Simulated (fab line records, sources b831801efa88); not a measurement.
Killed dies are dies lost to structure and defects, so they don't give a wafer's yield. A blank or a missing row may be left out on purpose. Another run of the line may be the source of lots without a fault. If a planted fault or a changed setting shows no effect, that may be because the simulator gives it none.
Which tool is to blame? ; flow sky130 ; 10 lots with 30 wafers sampled at 7 steps, on a route of 708 steps

WHAT THE GAUGES READ, wafer by wafer
SKY_VIA3_CD_MEAS_12 targets a cd of 200 nm. Usual: 200.5 nm for cd nm, sd 1.4.
lot;measured;on;cd nm (nm);flag
L974;day 41 02:08;cd sem-02;200.2 202.1 200.7;
L976;day 41 21:01;cd sem-02;201.5 200.2 198.3;
L977;day 41 21:13;cd sem-02;200.9 200.5 199.2;
L978;day 42 04:39;cd sem-01;203.1 204.2 203.6;
L981;day 43 04:20;cd sem-01;201.4 200.6 199.9;
L982;day 43 11:36;cd sem-02;199.9 202.8 202.6;
L985;day 44 04:40;cd sem-02;202.0 200.8 201.9;
L988;day 45 07:55;cd sem-01;200.6 200.9 200.5;
L990;day 45 13:20;cd sem-01;200.5 201.5 201.6;
L991;day 45 19:05;cd sem-01;199.8 199.4 199.4;

SKY_VIA3_RS_MEAS_22: the measuring method here is four-point-probe. Usual: for VIA3_W_RS the level is 0.293 ohm/sq and the standard deviation is 0.0043.
lot;measured;on;VIA3_W_RS (ohm/sq);flag
L974;day 41 03:10;film metro-04;0.290 0.294 0.292;
L976;day 41 22:03;film metro-02;0.282 0.289 0.282;
L977;day 41 22:17;film metro-03;0.296 0.298 0.295;
L978;day 42 05:41;film metro-03;0.296 0.285 0.296;
L981;day 43 05:22;film metro-04;0.291 0.298 0.292;
L982;day 43 12:41;film metro-04;0.294 0.291 0.294;
L985;day 44 05:42;film metro-03;0.296 0.294 0.297;
L988;day 45 09:00;film metro-04;0.416 0.420 0.291 0.416 0.421 0.291;OFF
L990;day 45 14:25;film metro-03;0.292 0.293 0.296;
L991;day 45 20:09;film metro-04;0.288 0.411 0.414 0.288 0.411 0.413;OFF

SKY_VIA3_THK_MEAS_23: measures by xrf. Usual: for VIA3_W_THK the level is 397 nm and the standard deviation is 7.7.
lot;measured;on;VIA3_W_THK (nm);flag
L974;day 41 03:17;film metro-04;394 390 395;
L976;day 41 22:09;film metro-02;413 407 414;
L977;day 41 22:24;film metro-03;393 390 395;
L978;day 42 05:48;film metro-03;391 402 390;
L981;day 43 05:29;film metro-04;396 387 397;
L982;day 43 12:47;film metro-04;395 396 393;
L985;day 44 05:49;film metro-03;393 395 389;
L988;day 45 11:32;film metro-04;280 276 397 280 275 398;OFF
L990;day 45 14:31;film metro-03;395 392 389;
L991;day 45 21:26;film metro-04;404 283 280 403 283 281;OFF

SKY_CAP2M_THK_MEAS_01. Usual: for CAP2M_CVD_00_THK the level is 15.54 nm and the standard deviation is 0.2.
lot;measured;on;CAP2M_CVD_00_THK (nm);flag
L974;day 41 03:49;film metro-04;15.53 15.83 16.12;
L976;day 41 22:41;film metro-01;15.42 15.81 15.37;
L977;day 41 22:58;film metro-02;15.69 15.41 15.68;
L978;day 42 06:21;film metro-01;15.47 15.92 15.65;
L981;day 43 06:02;film metro-01;15.34 15.67 15.36;
L982;day 43 13:19;film metro-04;15.31 15.48 15.62;
L985;day 44 06:21;film metro-04;15.42 15.73 15.72;
L988;day 45 14:36;film metro-01;15.58 15.63 15.64;
L990;day 45 15:03;film metro-04;15.39 15.64 15.55;
L991;day 46 04:47;film metro-01;15.00 15.09 15.51;

WHAT TOOL EACH LOT RAN ON (gives the tool, then ch and the chambers of the sampled wafers, and finally the start)
lot;SKY_METAL3_METAL_ETCH_18;SKY_VIA3_CVD_21;SKY_VIA3_CMP_24
L974;rie metal-04 ch 0, day 39 23:44;cvd w-01 ch 0,1, day 41 03:01;cmp-02 ch 1,2,3, day 41 03:29
L976;rie metal-02 ch 0,1, day 40 19:52;cvd w-02 ch 0,1, day 41 21:56;cmp-02 ch 0,2,3, day 41 22:14
L977;rie metal-01 ch 0,1, day 40 20:09;cvd w-01 ch 0,1, day 41 22:09;cmp-01 ch 0,1,3, day 41 22:31
L978;rie metal-01 ch 0,1, day 41 03:07;cvd w-02 ch 0,1, day 42 05:34;cmp-01 ch 0,2, day 42 05:53
L981;rie metal-02 ch 0,1, day 42 04:19;cvd w-01 ch 0,1, day 43 05:14;cmp-02 ch 1,2, day 43 05:32
L982;rie metal-04 ch 0,1, day 42 11:10;cvd w-01 ch 0,1, day 43 12:31;cmp-02 ch 0,1, day 43 12:52
L985;rie metal-04 ch 0,1, day 43 03:54;cvd w-01 ch 0,1, day 44 05:34;cmp-02 ch 0,2,3, day 44 05:53
L988;rie metal-02 ch 0,1, day 44 07:46;cvd w-02 ch 0,1, day 45 08:52;cmp-01 ch 0,1, day 45 14:10
L990;rie metal-04 ch 0,1, day 44 13:50;cvd w-01 ch 0,1, day 45 14:17;cmp-01 ch 1,3, day 45 14:36
L991;rie metal-01 ch 0,1, day 44 21:19;cvd w-02 ch 0,1, day 45 20:01;cmp-01 ch 0,1,3, day 46 04:21
- SKY_METAL3_METAL_ETCH_18: etches the open film in Cl2/BCl3, stops on SiO2, target depth 845 nm, time 183.1 s.
- SKY_VIA3_CVD_21: deposits W, target thk 390 nm, time 117.31 s.
- SKY_VIA3_CMP_24: polishes, stops on SiO2, t overpolish 20 s, target thk 0 nm.

AS READ BY THE TOOLS THEMSELVES (means over the sampled wafers that have a number; for cases with no such wafer, the mark the record gives instead)
SKY_METAL3_METAL_ETCH_18. Usual: drypump motor current A 6.1 A, standard deviation 0.4; oes product au 0.865 a.u., standard deviation 0.007; rf fwd power W 896.7 W, standard deviation 2.6; throttle valve pct 22.263 %, standard deviation 0.0088.
lot;tool;drypump motor current A (A);oes product au (a.u.);rf fwd power W (W);throttle valve pct (%);flag
L974;rie metal-04;5.8;0.859;893.9;22.272;
L976;rie metal-02;5.9;0.864;894.9;22.267;
L977;rie metal-01;6.6;0.869;894.7;22.264;
L978;rie metal-01;6.6;0.878;895.5;22.264;
L981;rie metal-02;6.0;0.875;894.9;22.258;
L982;rie metal-04;5.7;0.868;900.3;22.260;
L985;rie metal-04;5.6;0.857;897.5;22.265;
L988;rie metal-02;5.9;0.863;894.7;22.269;
L990;rie metal-04;5.6;0.860;896.2;22.262;
L991;rie metal-01;6.6;0.871;896.9;22.258;

SKY_VIA3_CVD_21. Usual: 857 W for heater power w, sd 45.
lot;tool;heater power w (W);flag
L974;cvd w-01;847;
L976;cvd w-02;893;
L977;cvd w-01;824;
L978;cvd w-02;884;
L981;cvd w-01;816;
L982;cvd w-01;810;
L985;cvd w-01;812;
L988;cvd w-02;893;
L990;cvd w-01;842;
L991;cvd w-02;910;

SKY_VIA3_CMP_24. Usual: head pressure psi 3.502 psi, standard deviation 0.0074; motor current A 11.0 A, standard deviation 1.1; time to endpoint s 93 s, standard deviation 3.2.
lot;tool;head pressure psi (psi);motor current A (A);time to endpoint s (s);flag
L974;cmp-02;3.494;10.2;97;
L976;cmp-02;3.503;10.2;92;
L977;cmp-01;3.505;11.8;89;
L978;cmp-01;3.512;12.5;92;
L981;cmp-02;3.504;10.6;92;
L982;cmp-02;3.505;9.9;90;
L985;cmp-02;3.503;10.6;91;
L988;cmp-01;3.507;11.2;71;OFF
L990;cmp-01;3.508;11.3;93;
L991;cmp-01;3.503;11.8;77;OFF

THE ANSWER, worked out from the rows above alone
Rule: lot off if the mean of its wafers having a number is beyond 3 standard deviations from the usual mean. Also off: a lot with no number at a reading for which 4 or more lots have one. Any other lot the step has rows for is counted as sound. After the gauges, taken in route order, come the tools' own readings; for these a lot's mean is taken, as printed above. At the first step where some lot is off, the reading lying furthest off is the one used; lots without a number count as furthest.
Off: at SKY_VIA3_RS_MEAS_22 (VIA3_W_RS), L988, L991.
A tool fits if, at a process step before that reading, it ran every lot that is off, and no sound lot after the first of them. The gauges at SKY_VIA3_RS_MEAS_22 aren't tried: what is off there is off at SKY_VIA3_CMP_24 too, on other tools, and a gauge's error can't cause that. One fits: cvd w-02 at SKY_VIA3_CVD_21. Its last sound lot is L978 (day 42 05:34), its first lot that is off L988 (day 45 08:52): a fault that began between those two fits.

WHAT HAD BEEN PUT IN BY THE SIMULATOR
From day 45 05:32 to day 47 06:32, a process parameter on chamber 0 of cvd w-02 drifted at SKY_VIA3_CVD_21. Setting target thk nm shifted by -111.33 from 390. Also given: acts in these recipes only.
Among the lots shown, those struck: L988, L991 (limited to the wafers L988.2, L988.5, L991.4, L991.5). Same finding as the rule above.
